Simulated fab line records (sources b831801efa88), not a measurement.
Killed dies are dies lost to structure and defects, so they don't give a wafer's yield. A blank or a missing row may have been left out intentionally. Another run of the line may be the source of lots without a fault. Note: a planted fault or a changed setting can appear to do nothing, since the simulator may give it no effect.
fab line records ; flow sky130
record lots=5; wafers=23
route steps=708 shown FIELD_ISO@2 PWDE@53 NWELL@71 VT_ADJUST_HVTP@87 VT_ADJUST_HVTR@133
startH: start of the lot's first displayed wafer, in hours after the record's first day ; waitH: how many hours have passed since the lot's step before this one ; " repeats the value in the row above ; L1.1+2: several wafers, shown together as one row ; - no value, or no start was given ; * or withheld: withheld ; < > ~ a bound
route shown NAME@n: a module of which the file shows steps, and the number in the route of the first ; usual: mean/standard deviation taken from wafers without a fault ; same: alike in all rows ; chamber/n: place in a boat ; sites: the reading at each site ; _std_site: standard deviation across them ; _edge_site: the outer-site mean with the inner-site mean subtracted ; radiusMm: for every site, how far away it sits from the centre of the wafer ; mask NAME#n: copy n ; behind: the last tool/chamber to shape the wafer ; hold: why the lot was held/for how many hours/how that ended ; device: names the non-switching transistor (n, p or np) ; end of line: tests run on the same wafers once the route is complete ; a step without rows: its recipe alone ; killed: not the wafer's yield, but the dies lost to structure and defects at the first sort ; map: per-die view of a wafer (x killed, . not killed, _ where there is no die)
set.NAME: the setting as run; set.NAME@STEP: as run at that earlier step ; model.NAME: the simulator's own value behind a step, which no gauge read
lots run with intentionally changed settings; tables by step, rows by wafer
## steps
# step SKY_FIELD_ISO_OXIDATION_01
# recipe tempC=900; ambient=O2; stabiliseS=600; purgeS=300; targetThkA=120; oxTimeS=1843
lot.wafer;tool;chamber;startH;waitH;set.oxTimeS;model.SiO2_of_FIELD_ISO_OXIDATION_01.thkNm
L074.1;-;-;-;9.2;1608;10.7
L074.3+6;-;-;-;9.2;1608;10.83
L074.4;-;-;-;9.2;1608;10.74
L074.5;-;-;-;9.2;1608;10.65
L079.1+3;-;-;-;1.3;1843;11.6
L079.4;-;-;-;1.3;1843;11.5
L079.5;-;-;-;1.3;1843;11.45
L079.6;-;-;-;1.3;1843;11.39
L081.2;-;-;-;6.4;1766;11.52
L081.3;-;-;-;6.4;1766;11.46
L081.4;-;-;-;6.4;1766;11.74
L081.5;-;-;-;6.4;1766;11.42
L081.6;-;-;-;6.4;1766;11.41
L084.1;-;-;-;4.0;1690;10.79
L084.2;-;-;-;4.0;1690;10.88
L084.4;-;-;-;4.0;1690;10.81
L084.5;-;-;-;4.0;1690;10.82
L084.6;-;-;-;4.0;1690;10.59
L085.2;furnace-01;0;66.89;1.9;1843;11.44
L085.3;furnace-01;0;66.89;1.9;1843;11.46
L085.6;furnace-01;0;66.89;1.9;1843;11.42
# step SKY_FIELD_ISO_CVD_03
# recipe material=Si3N4; precursor=DCS/NH3; targetThkNm=165; tempC=770; timeS=2830; pressureMtorr=250
lot.wafer;tool;chamber;startH;waitH;set.pressureMtorr;model.Si3N4_of_FIELD_ISO_CVD_03.thkNm
L074.1+6;-;-;-;1.3;218.3;157.5
L074.3;-;-;-;1.3;218.3;158.3
L074.4;-;-;-;1.3;218.3;159.3
L074.5;-;-;-;1.3;218.3;158.4
L079.1;-;-;-;1.2;233.8;161.7
L079.3;-;-;-;1.2;233.8;162.5
L079.4;-;-;-;1.2;233.8;162.4
L079.5;-;-;-;1.2;233.8;162.1
L079.6;-;-;-;1.2;233.8;162.9
L081.2;-;-;-;0.0;250;164.6
L081.3;-;-;-;0.0;250;166.6
L081.4;-;-;-;0.0;250;166.2
L081.5;-;-;-;0.0;250;166.1
L081.6;-;-;-;0.0;250;165.5
L084.1;-;-;-;0.1;220.8;157.9
L084.2;-;-;-;0.1;220.8;159.9
L084.4;-;-;-;0.1;220.8;160.2
L084.5;-;-;-;0.1;220.8;158.7
L084.6;-;-;-;0.1;220.8;158
L085.2;lpcvd-02;1;68.47;0.0;250;165.1
L085.3;lpcvd-02;1;68.47;0.0;250;166
L085.6;lpcvd-02;1;68.47;0.0;250;165
# step SKY_FIELD_ISO_THK_MEAS_04
# recipe reads=Si3N4_of_FIELD_ISO_CVD_03
# usual FIELD_ISO_CVD_03_THK=165.1/1.3
lot.wafer;tool;chamber;startH;waitH;set.pressureMtorr@FIELD_ISO_CVD_03;FIELD_ISO_CVD_03_THK[nm]
L074.1;filmMetro-03;-;-;-;218.3;157.6
L074.3;filmMetro-03;-;-;-;218.3;158.4
L074.4;filmMetro-03;-;-;-;218.3;159.4
L074.5;filmMetro-03;-;-;-;218.3;158.4
L074.6;filmMetro-03;-;-;-;218.3;157.5
L079.1;filmMetro-01;-;-;-;233.8;161.6
L079.3;filmMetro-01;-;-;-;233.8;162.4
L079.4;filmMetro-01;-;-;-;233.8;162.3
L079.5;filmMetro-01;-;-;-;233.8;162.1
L079.6;filmMetro-01;-;-;-;233.8;162.8
L081.2;filmMetro-04;-;-;-;250;164.6
L081.3;filmMetro-04;-;-;-;250;166.8
L081.4;filmMetro-04;-;-;-;250;166.1
L081.5;filmMetro-04;-;-;-;250;166.1
L081.6;filmMetro-04;-;-;-;250;165.6
L084.1;filmMetro-01;-;-;-;220.8;157.7
L084.2;filmMetro-01;-;-;-;220.8;159.9
L084.4;filmMetro-01;-;-;-;220.8;160.1
L084.5;filmMetro-01;-;-;-;220.8;158.7
L084.6;filmMetro-01;-;-;-;220.8;157.8
L085.2;filmMetro-04;-;70.26;0.0;250;165.1
L085.3;filmMetro-04;-;70.26;0.0;250;166.0
L085.6;filmMetro-04;-;70.26;0.0;250;165.0
# step SKY_FIELD_ISO_EXPOSE_10
# recipe maskId=FOM; na=0.68; sourceShape=annular; sigmaInner=0.4; sigmaOuter=0.8; targetCdNm=150; doseMj=28
lot.wafer;tool;chamber;startH;waitH;mask;set.doseMj
L074.1+6;krfScanner-01;0;-;-;FOM#0;28
L074.3+4+5;krfScanner-01;0;-;-;FOM#0;26.71
L079.1+3;krfScanner-02;0;-;-;FOM#0;28
L079.4+5+6;krfScanner-02;0;-;-;FOM#0;26.81
L081.2+4;krfScanner-02;0;-;-;FOM#0;26.47
L081.3+5+6;krfScanner-02;0;-;-;FOM#0;28
L084.1+2+6;krfScanner-01;0;-;-;FOM#0;28
L084.4+5;krfScanner-01;0;-;-;FOM#0;28.9
L085.2+3+6;krfScanner-01;0;-;-;FOM#0;28
# step SKY_FIELD_ISO_PEB_11
# recipe pebTempC=withheld; pebTimeS=withheld; resist=KrF-thick
# step SKY_FIELD_ISO_DEVELOP_12
# recipe developTimeS=60; resist=KrF-thick; devTempC=21.68
lot.wafer;tool;chamber;startH;waitH;set.doseMj@FIELD_ISO_EXPOSE_10;model.FIELD_ISO.cdNm
L074.1;lithoTrack-01;0;-;-;28;148.5
L074.3;lithoTrack-01;0;-;-;26.71;156.5
L074.4+5;lithoTrack-01;0;-;-;26.71;157.1
L074.6;lithoTrack-01;0;-;-;28;148.4
L079.1;lithoTrack-03;0;-;-;28;148.6
L079.3;lithoTrack-03;0;-;-;28;148.3
L079.4;lithoTrack-03;0;-;-;26.81;157.9
L079.5;lithoTrack-03;0;-;-;26.81;158
L079.6;lithoTrack-03;0;-;-;26.81;158.3
L081.2;lithoTrack-01;0;-;-;26.47;163.5
L081.3;lithoTrack-01;0;-;-;28;152.1
L081.4;lithoTrack-01;0;-;-;26.47;164.5
L081.5;lithoTrack-01;0;-;-;28;152.9
L081.6;lithoTrack-01;0;-;-;28;152.6
L084.1;lithoTrack-01;0;-;-;28;152.2
L084.2;lithoTrack-01;0;-;-;28;152.9
L084.4;lithoTrack-01;0;-;-;28.9;145.3
L084.5;lithoTrack-01;0;-;-;28.9;146.6
L084.6;lithoTrack-01;0;-;-;28;151.4
L085.2;lithoTrack-04;0;-;-;28;151.6
L085.3;lithoTrack-04;0;-;-;28;150.5
L085.6;lithoTrack-04;0;-;-;28;150.1
# step SKY_FIELD_ISO_CD_MEAS_13
# recipe targetCdNm=150
# usual cdNm=150.0/1.6
lot.wafer;tool;chamber;startH;waitH;set.doseMj@FIELD_ISO_EXPOSE_10;cdNm
L074.1;cdSem-02;-;36.89;-;28;148.1
L074.3;cdSem-02;-;36.89;-;26.71;156.6
L074.4;cdSem-02;-;36.89;-;26.71;157.2
L074.5;cdSem-02;-;36.89;-;26.71;157.0
L074.6;cdSem-02;-;36.89;-;28;148.3
L079.1;cdSem-02;-;56.18;-;28;148.8
L079.3;cdSem-02;-;56.18;-;28;148.2
L079.4;cdSem-02;-;56.18;-;26.81;157.6
L079.5;cdSem-02;-;56.18;-;26.81;158.1
L079.6;cdSem-02;-;56.18;-;26.81;158.3
L081.2;cdSem-02;-;69.11;-;26.47;163.6
L081.3;cdSem-02;-;69.11;-;28;152.1
L081.4;cdSem-02;-;69.11;-;26.47;164.6
L081.5;cdSem-02;-;69.11;-;28;152.8
L081.6;cdSem-02;-;69.11;-;28;152.4
L084.1;cdSem-01;-;83.44;-;28;152.3
L084.2;cdSem-01;-;83.44;-;28;152.9
L084.4;cdSem-01;-;83.44;-;28.9;145.3
L084.5;cdSem-01;-;83.44;-;28.9;146.8
L084.6;cdSem-01;-;83.44;-;28;151.2
L085.2;cdSem-01;-;86.13;-;28;151.7
L085.3;cdSem-01;-;86.13;-;28;150.7
L085.6;cdSem-01;-;86.13;-;28;150.1
# step SKY_FIELD_ISO_ETCH_14
# recipe chemistry=N2/H2; target=BARC; ionEnergyEv=200; sourceW=500; biasW=100; pressureMtorr=30; n2FlowSccm=100; h2FlowSccm=200; stopOn=SiO2; timeS=45.9; targetDepthA=600
lot.wafer;tool;chamber;startH;waitH;set.sourceW;set.doseMj@FIELD_ISO_EXPOSE_10;model.FIELD_ISO.cdNm
L074.1;rieDiel-04;2;37.01;0.1;500;28;147.3
L074.3;rieDiel-04;0;37.01;0.1;500;26.71;157.4
L074.4;rieDiel-04;0;37.01;0.1;500;26.71;158.1
L074.5;rieDiel-04;1;37.01;0.1;500;26.71;158.6
L074.6;rieDiel-04;2;37.01;0.1;500;28;147.7
L079.1;rieDiel-03;2;56.30;0.1;500;28;148.6
L079.3;rieDiel-03;3;56.30;0.1;500;28;148.4
L079.4;rieDiel-03;1;56.30;0.1;500;26.81;158.7
L079.5;rieDiel-03;3;56.30;0.1;500;26.81;157.9
L079.6;rieDiel-03;0;56.30;0.1;500;26.81;158.5
L081.2;rieDiel-02;2;69.21;0.1;522.8;26.47;162.2
L081.3;rieDiel-02;1;69.21;0.1;522.8;28;152.4
L081.4;rieDiel-02;0;69.21;0.1;500;26.47;164.9
L081.5;rieDiel-02;0;69.21;0.1;522.8;28;152.8
L081.6;rieDiel-02;1;69.21;0.1;500;28;152.9
L084.1;rieDiel-04;3;83.56;0.1;500;28;152.4
L084.2;rieDiel-04;2;83.56;0.1;529.1;28;151
L084.4;rieDiel-04;1;83.56;0.1;529.1;28.9;145.7
L084.5;rieDiel-04;0;83.56;0.1;529.1;28.9;146.5
L084.6;rieDiel-04;3;83.56;0.1;500;28;151.6
L085.2;rieDiel-03;1;86.23;0.1;500;28;152.3
L085.3;rieDiel-03;2;86.23;0.1;500;28;150.5
L085.6;rieDiel-03;3;86.23;0.1;500;28;150.1
# step SKY_FIELD_ISO_ETCH_15
# recipe chemistry=CHF3/O2; targetDepthNm=180; stopOn=Si; sourceW=600; biasW=200; pressureMtorr=40; chf3FlowSccm=50; O2_flow_sccm=5; timeS=72
# step SKY_FIELD_ISO_STRIP_16
# recipe chemistry=O2/N2; powerW=1400; pressureMtorr=1500; platenTempC=withheld; o2FlowSccm=3000; n2FlowSccm=300; overashFraction=0.5
# step SKY_FIELD_ISO_ETCH_17
# recipe targetDepthA=3420; maskMaterial=Si3N4; chemistry=HBr/Cl2/O2; target=Si; taperDeg=5; icpW=600; biasW=150; pressureMtorr=15; HBr_flow_sccm=150; Cl2_flow_sccm=40; O2_flow_sccm=6; timeS=97.7
lot.wafer;tool;chamber;startH;waitH;set.pressureMtorr@FIELD_ISO_CVD_03;set.doseMj@FIELD_ISO_EXPOSE_10;model.Si3N4_of_FIELD_ISO_CVD_03.thkNm;model.FIELD_ISO.cdNm
L074.1;rieSi-02;1;37.21;0.1;218.3;28;142.7;147.9
L074.3;rieSi-02;2;37.21;0.1;218.3;26.71;143.5;156.9
L074.4;rieSi-02;0;37.21;0.1;218.3;26.71;144.1;157.6
L074.5;rieSi-02;3;37.21;0.1;218.3;26.71;143.3;158.9
L074.6;rieSi-02;2;37.21;0.1;218.3;28;142.6;148.5
L079.1;rieSi-02;1;56.50;0.1;233.8;28;147.1;148.4
L079.3;rieSi-02;0;56.50;0.1;233.8;28;147.3;149.1
L079.4;rieSi-02;3;56.50;0.1;233.8;26.81;147.4;157.3
L079.5;rieSi-02;1;56.50;0.1;233.8;26.81;147.3;158
L079.6;rieSi-02;2;56.50;0.1;233.8;26.81;148.1;157.8
L081.2;rieSi-01;2;69.41;0.1;250;26.47;149.4;164.2
L081.3;rieSi-01;0;69.41;0.1;250;28;151.5;154.6
L081.4;rieSi-01;2;69.41;0.1;250;26.47;151;164.2
L081.5;rieSi-01;1;69.41;0.1;250;28;150.8;151.9
L081.6;rieSi-01;0;69.41;0.1;250;28;150.3;154.8
L084.1;rieSi-02;0;83.76;0.1;220.8;28;142.7;152.1
L084.2;rieSi-02;3;83.76;0.1;220.8;28;144.9;151.6
L084.4;rieSi-02;2;83.76;0.1;220.8;28.9;145.6;146.5
L084.5;rieSi-02;3;83.76;0.1;220.8;28.9;143.9;146.7
L084.6;rieSi-02;2;83.76;0.1;220.8;28;143.1;150.9
L085.2;rieSi-01;1;86.43;0.1;250;28;149.7;150.9
L085.3;rieSi-01;0;86.43;0.1;250;28;150.9;149.9
L085.6;rieSi-01;1;86.43;0.1;250;28;149.7;148.5
# step SKY_FIELD_ISO_WET_ETCH_18
# recipe chemistry=H3PO4; targetDepthNm=25; tempC=160; target=Si3N4; timeS=286
lot.wafer;tool;chamber;startH;waitH;set.pressureMtorr@FIELD_ISO_CVD_03;model.Si3N4_of_FIELD_ISO_CVD_03.thkNm
L074.1+6;wetBench-01;3;37.28;0.0;218.3;117.5
L074.3;wetBench-01;3;37.28;0.0;218.3;118.5
L074.4;wetBench-01;3;37.28;0.0;218.3;119
L074.5;wetBench-01;3;37.28;0.0;218.3;118.2
L079.1;wetBench-01;0;56.57;0.0;233.8;122
L079.3;wetBench-01;0;56.57;0.0;233.8;122.3
L079.4+5;wetBench-01;0;56.57;0.0;233.8;122.4
L079.6;wetBench-01;0;56.57;0.0;233.8;123
L081.2;wetBench-02;0;69.48;0.0;250;124.2
L081.3;wetBench-02;0;69.48;0.0;250;126.5
L081.4;wetBench-02;0;69.48;0.0;250;126
L081.5;wetBench-02;0;69.48;0.0;250;125.7
L081.6;wetBench-02;0;69.48;0.0;250;125.3
L084.1;wetBench-01;2;83.83;0.0;220.8;117.6
L084.2;wetBench-01;2;83.83;0.0;220.8;119.7
L084.4;wetBench-01;2;83.83;0.0;220.8;120.7
L084.5;wetBench-01;2;83.83;0.0;220.8;118.7
L084.6;wetBench-01;2;83.83;0.0;220.8;117.9
L085.2+6;wetBench-04;1;86.50;0.0;250;124.8
L085.3;wetBench-04;1;86.50;0.0;250;125.9
# step SKY_PWDE_IMPLANT_08
# recipe species=B; energyKev=150; doseCm2=3.6e+12; tiltDeg=withheld
lot.wafer;tool;chamber;startH;waitH;set.energyKev;model.implant.drpNm
L074.1+4;implanter-04;0;90.03;0.0;154;99.04
L074.3+5+6;implanter-04;0;90.03;0.0;150;97.97
L079.1+3+4+5+6;implanter-02;0;105.57;0.0;150;97.97
L081.2+5+6;implanter-02;0;112.05;0.0;150;97.97
L081.3+4;implanter-02;0;112.05;0.0;154.3;99.12
L084.1+4+6;implanter-04;0;126.41;0.0;150;97.97
L084.2+5;implanter-04;0;126.41;0.0;147.1;97.24
L085.2+3+6;implanter-04;0;133.70;0.0;150;97.97
# step SKY_NWELL_COAT_18
# recipe spinRpm=2000; resistThkNm=3000
lot.wafer;tool;chamber;startH;waitH;set.resistThkNm;model.coat_of_NWELL_COAT_18.thkNm
L074.1;lithoTrack-03;0;116.38;0.1;2915;2900
L074.3;lithoTrack-03;0;116.38;0.1;3000;2993
L074.4;lithoTrack-03;0;116.38;0.1;3000;3002
L074.5;lithoTrack-03;0;116.38;0.1;2915;2906
L074.6;lithoTrack-03;0;116.38;0.1;3000;2990
L079.1;lithoTrack-02;0;133.99;0.1;3000;2998
L079.3;lithoTrack-02;0;133.99;0.1;3076;3061
L079.4;lithoTrack-02;0;133.99;0.1;3000;2990
L079.5;lithoTrack-02;0;133.99;0.1;3076;3071
L079.6;lithoTrack-02;0;133.99;0.1;3000;2991
L081.2;lithoTrack-02;0;140.16;0.1;3000;3003
L081.3;lithoTrack-02;0;140.16;0.1;3000;2992
L081.4;lithoTrack-02;0;140.16;0.1;3000;2999
L081.5;lithoTrack-02;0;140.16;0.1;3000;3007
L081.6;lithoTrack-02;0;140.16;0.1;3000;3001
L084.1;lithoTrack-03;0;154.98;0.1;3000;3012
L084.2;lithoTrack-03;0;154.98;0.1;3000;3002
L084.4;lithoTrack-03;0;154.98;0.1;3000;3011
L084.5;lithoTrack-03;0;154.98;0.1;3000;3004
L084.6;lithoTrack-03;0;154.98;0.1;3000;3009
L085.2;lithoTrack-03;0;162.90;0.1;3000;2993
L085.3;lithoTrack-03;0;162.90;0.1;3000;2998
L085.6;lithoTrack-03;0;162.90;0.1;3000;2985
# step SKY_NWELL_IMPLANT_24
# recipe species=B; energyKev=140; doseCm2=9.2e+12; tiltDeg=withheld
lot.wafer;tool;chamber;startH;waitH;set.doseCm2
L074.1+3+4+5+6;implanter-02;0;126.37;0.0;9.2e+12
L079.1+4+5;implanter-04;0;143.79;0.0;9.2e+12
L079.3+6;implanter-04;0;143.79;0.0;8.78e+12
L081.2+3;implanter-01;0;149.44;0.0;9.2e+12
L081.4+5+6;implanter-01;0;149.44;0.0;8.934e+12
L084.1+4;implanter-02;0;164.93;0.0;8.93e+12
L084.2+5+6;implanter-02;0;164.93;0.0;9.2e+12
L085.2+3+6;implanter-01;0;172.79;0.0;9.2e+12
# step SKY_NWELL_STRIP_25
# recipe chemistry=O2/N2; powerW=1400; pressureMtorr=1500; platenTempC=withheld; o2FlowSccm=3000; n2FlowSccm=300; overashFraction=0.5
# usual stripTimeToEndpointS=36.91/0.13
lot.wafer;tool;chamber;startH;waitH;set.resistThkNm@NWELL_COAT_18;stripTimeToEndpointS
L074.1;plasmaAsher-03;1;126.52;0.1;2915;35.78
L074.3;plasmaAsher-03;1;126.52;0.1;3000;36.84
L074.4;plasmaAsher-03;0;126.52;0.1;3000;36.94
L074.5;plasmaAsher-03;0;126.52;0.1;2915;35.84
L074.6;plasmaAsher-03;1;126.52;0.1;3000;36.78
L079.1;plasmaAsher-04;1;143.94;0.1;3000;36.89
L079.3;plasmaAsher-04;1;143.94;0.1;3076;37.59
L079.4;plasmaAsher-04;0;143.94;0.1;3000;36.79
L079.5;plasmaAsher-04;0;143.94;0.1;3076;37.70
L079.6;plasmaAsher-04;1;143.94;0.1;3000;36.81
L081.2;plasmaAsher-02;1;149.56;0.1;3000;36.96
L081.3;plasmaAsher-02;0;149.56;0.1;3000;36.82
L081.4;plasmaAsher-02;1;149.56;0.1;3000;36.90
L081.5;plasmaAsher-02;1;149.56;0.1;3000;37.01
L081.6;plasmaAsher-02;0;149.56;0.1;3000;36.92
L084.1;plasmaAsher-04;0;165.08;0.1;3000;37.05
L084.2;plasmaAsher-04;1;165.08;0.1;3000;36.93
L084.4;plasmaAsher-04;0;165.08;0.1;3000;37.03
L084.5;plasmaAsher-04;1;165.08;0.1;3000;36.97
L084.6;plasmaAsher-04;0;165.08;0.1;3000;37.02
L085.2;plasmaAsher-04;1;172.91;0.1;3000;36.81
L085.3;plasmaAsher-04;1;172.91;0.1;3000;36.88
L085.6;plasmaAsher-04;1;172.91;0.1;3000;36.74
# step SKY_VT_ADJUST_HVTP_COAT_02
# recipe resist=NOVOLAK; spinRpm=3000; resistThkNm=1140
lot.wafer;tool;chamber;startH;waitH;set.resistThkNm;model.NOVOLAK_of_VT_ADJUST_HVTP_COAT_02.thkNm
L074.1;lithoTrack-03;0;136.18;0.1;1140;1137
L074.3;lithoTrack-03;0;136.18;0.1;1140;1142
L074.4;lithoTrack-03;0;136.18;0.1;1140;1138
L074.5;lithoTrack-03;0;136.18;0.1;1176;1175
L074.6;lithoTrack-03;0;136.18;0.1;1176;1177
L079.1;lithoTrack-03;0;153.43;0.1;1140;1137
L079.3;lithoTrack-03;0;153.43;0.1;1112;1109
L079.4;lithoTrack-03;0;153.43;0.1;1140;1138
L079.5+6;lithoTrack-03;0;153.43;0.1;1112;1108
L081.2+5;lithoTrack-04;0;159.38;0.1;1140;1140
L081.3;lithoTrack-04;0;159.38;0.1;1092;1092
L081.4;lithoTrack-04;0;159.38;0.1;1140;1141
L081.6;lithoTrack-04;0;159.38;0.1;1092;1096
L084.1;lithoTrack-01;0;175.24;0.1;1108;1108
L084.2;lithoTrack-01;0;175.24;0.1;1108;1107
L084.4+5;lithoTrack-01;0;175.24;0.1;1140;1138
L084.6;lithoTrack-01;0;175.24;0.1;1140;1140
L085.2;lithoTrack-03;0;184.00;0.1;1140;1141
L085.3+6;lithoTrack-03;0;184.00;0.1;1140;1138
# step SKY_VT_ADJUST_HVTP_IMPLANT_09
# recipe species=As; energyKev=150; doseCm2=4.3e+12; tiltDeg=withheld
lot.wafer;tool;chamber;startH;waitH;set.energyKev;model.implant.rpNm;model.implant.drpNm
L074.1+3;implanter-03;0;146.28;0.0;143.2;81.64;32.2
L074.4+5+6;implanter-03;0;146.28;0.0;150;85.36;33.4
L079.1+5;implanter-02;0;163.68;0.0;143.3;81.66;32.22
L079.3+4+6;implanter-02;0;163.68;0.0;150;85.32;33.4
L081.2+6;implanter-02;0;169.26;0.0;143.5;80.29;32.25
L081.3+4+5;implanter-02;0;169.26;0.0;150;83.78;33.4
L084.1+2+5;implanter-01;0;186.31;0.0;145;81.56;32.51
L084.4+6;implanter-01;0;186.31;0.0;150;84.26;33.4
L085.2+3+6;implanter-03;0;194.61;0.0;150;86.64;33.4
# step SKY_VT_ADJUST_HVTP_STRIP_10
# recipe chemistry=O2/N2; powerW=1400; pressureMtorr=1500; platenTempC=withheld; o2FlowSccm=3000; n2FlowSccm=300; overashFraction=0.5
# usual stripTimeToEndpointS=14.18/0.04
lot.wafer;tool;chamber;startH;waitH;set.resistThkNm@VT_ADJUST_HVTP_COAT_02;stripTimeToEndpointS
L074.1;plasmaAsher-01;0;146.43;0.1;1140;14.14
L074.3;plasmaAsher-01;1;146.43;0.1;1140;14.19
L074.4;plasmaAsher-01;0;146.43;0.1;1140;14.15
L074.5;plasmaAsher-01;0;146.43;0.1;1176;14.55
L074.6;plasmaAsher-01;1;146.43;0.1;1176;14.58
L079.1;plasmaAsher-04;0;163.83;0.1;1140;14.15
L079.3;plasmaAsher-04;1;163.83;0.1;1112;13.81
L079.4;plasmaAsher-04;0;163.83;0.1;1140;14.15
L079.5;plasmaAsher-04;0;163.83;0.1;1112;13.80
L079.6;plasmaAsher-04;1;163.83;0.1;1112;13.80
L081.2;plasmaAsher-02;1;169.38;0.1;1140;14.18
L081.3;plasmaAsher-02;0;169.38;0.1;1092;13.60
L081.4;plasmaAsher-02;1;169.38;0.1;1140;14.20
L081.5;plasmaAsher-02;0;169.38;0.1;1140;14.18
L081.6;plasmaAsher-02;1;169.38;0.1;1092;13.65
L084.1;plasmaAsher-01;0;186.46;0.1;1108;13.81
L084.2;plasmaAsher-01;1;186.46;0.1;1108;13.79
L084.4;plasmaAsher-01;1;186.46;0.1;1140;14.17
L084.5;plasmaAsher-01;0;186.46;0.1;1140;14.16
L084.6;plasmaAsher-01;1;186.46;0.1;1140;14.18
L085.2;plasmaAsher-02;1;194.73;0.1;1140;14.21
L085.3;plasmaAsher-02;1;194.73;0.1;1140;14.14
L085.6;plasmaAsher-02;1;194.73;0.1;1140;14.16
# step SKY_VT_ADJUST_HVTR_COAT_02
# recipe resist=NOVOLAK; spinRpm=3000; resistThkNm=1140
lot.wafer;tool;chamber;startH;waitH;set.resistThkNm;model.NOVOLAK_of_VT_ADJUST_HVTR_COAT_02.thkNm
L074.1;lithoTrack-02;0;219.03;0.1;1103;1106
L074.3;lithoTrack-02;0;219.03;0.1;1140;1146
L074.4;lithoTrack-02;0;219.03;0.1;1140;1141
L074.5;lithoTrack-02;0;219.03;0.1;1103;1104
L074.6;lithoTrack-02;0;219.03;0.1;1140;1140
L079.1;lithoTrack-03;0;239.38;0.1;1140;1135
L079.3;lithoTrack-03;0;239.38;0.1;1140;1134
L079.4;lithoTrack-03;0;239.38;0.1;1140;1137
L079.5;lithoTrack-03;0;239.38;0.1;1140;1140
L079.6;lithoTrack-03;0;239.38;0.1;1140;1136
L081.2;lithoTrack-03;0;245.90;0.1;1075;1071
L081.3;lithoTrack-03;0;245.90;0.1;1075;1069
L081.4;lithoTrack-03;0;245.90;0.1;1075;1075
L081.5+6;lithoTrack-03;0;245.90;0.1;1140;1136
L084.1;lithoTrack-03;0;265.73;0.1;1092;1093
L084.2;lithoTrack-03;0;265.73;0.1;1140;1138
L084.4+6;lithoTrack-03;0;265.73;0.1;1140;1139
L084.5;lithoTrack-03;0;265.73;0.1;1092;1094
L085.2;lithoTrack-03;0;274.95;0.1;1140;1132
L085.3;lithoTrack-03;0;274.95;0.1;1140;1135
L085.6;lithoTrack-03;0;274.95;0.1;1140;1139
## key
split step=SKY_FIELD_ISO_OXIDATION_01; setting=oxTimeS; stated=1843; by=lot
response step=SKY_FIELD_ISO_OXIDATION_01; reading=model.SiO2_of_FIELD_ISO_OXIDATION_01.thkNm; change=+0.0665; per=1%; r=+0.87
split step=SKY_FIELD_ISO_CVD_03; setting=pressureMtorr; stated=250; by=lot
response step=SKY_FIELD_ISO_CVD_03; reading=model.Si3N4_of_FIELD_ISO_CVD_03.thkNm; change=+0.582; per=1%; r=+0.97
response step=SKY_FIELD_ISO_THK_MEAS_04; reading=FIELD_ISO_CVD_03_THK; change=+0.584; per=1%; r=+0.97
response step=SKY_FIELD_ISO_ETCH_17; reading=model.Si3N4_of_FIELD_ISO_CVD_03.thkNm; change=+0.557; per=1%; r=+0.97
response step=SKY_FIELD_ISO_WET_ETCH_18; reading=model.Si3N4_of_FIELD_ISO_CVD_03.thkNm; change=+0.568; per=1%; r=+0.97
split step=SKY_FIELD_ISO_EXPOSE_10; setting=doseMj; stated=28; by=wafer
response step=SKY_FIELD_ISO_DEVELOP_12; reading=model.FIELD_ISO.cdNm; change=-2.04; per=1%; r=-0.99
response step=SKY_FIELD_ISO_CD_MEAS_13; reading=cdNm; change=-2.06; per=1%; r=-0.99
response step=SKY_FIELD_ISO_ETCH_14; reading=model.FIELD_ISO.cdNm; change=-2.11; per=1%; r=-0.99
response step=SKY_FIELD_ISO_ETCH_17; reading=model.FIELD_ISO.cdNm; change=-1.95; per=1%; r=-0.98
split step=SKY_FIELD_ISO_ETCH_14; setting=sourceW; stated=500; by=wafer
response none clear
split step=SKY_PWDE_IMPLANT_08; setting=energyKev; stated=150; by=wafer
response step=SKY_PWDE_IMPLANT_08; reading=model.implant.drpNm; change=+0.397; per=1%; r=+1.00
split step=SKY_NWELL_COAT_18; setting=resistThkNm; stated=3000; by=wafer
response step=SKY_NWELL_COAT_18; reading=model.coat_of_NWELL_COAT_18.thkNm; change=+30.8; per=1%; r=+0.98
response step=SKY_NWELL_STRIP_25; reading=stripTimeToEndpointS; change=*; per=1%; r=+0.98
split step=SKY_NWELL_IMPLANT_24; setting=doseCm2; stated=9.2e+12; by=wafer
response none clear
split step=SKY_VT_ADJUST_HVTP_COAT_02; setting=resistThkNm; stated=1140; by=wafer
response step=SKY_VT_ADJUST_HVTP_COAT_02; reading=model.NOVOLAK_of_VT_ADJUST_HVTP_COAT_02.thkNm; change=+11.3; per=1%; r=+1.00
response step=SKY_VT_ADJUST_HVTP_STRIP_10; reading=stripTimeToEndpointS; change=*; per=1%; r=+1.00
split step=SKY_VT_ADJUST_HVTP_IMPLANT_09; setting=energyKev; stated=150; by=wafer
response step=SKY_VT_ADJUST_HVTP_IMPLANT_09; reading=model.implant.rpNm; change=+0.815; per=1%; r=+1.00
response step=SKY_VT_ADJUST_HVTP_IMPLANT_09; reading=model.implant.drpNm; change=+0.265; per=1%; r=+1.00
split step=SKY_VT_ADJUST_HVTR_COAT_02; setting=resistThkNm; stated=1140; by=wafer
response step=SKY_VT_ADJUST_HVTR_COAT_02; reading=model.NOVOLAK_of_VT_ADJUST_HVTR_COAT_02.thkNm; change=+11.2; per=1%; r=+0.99
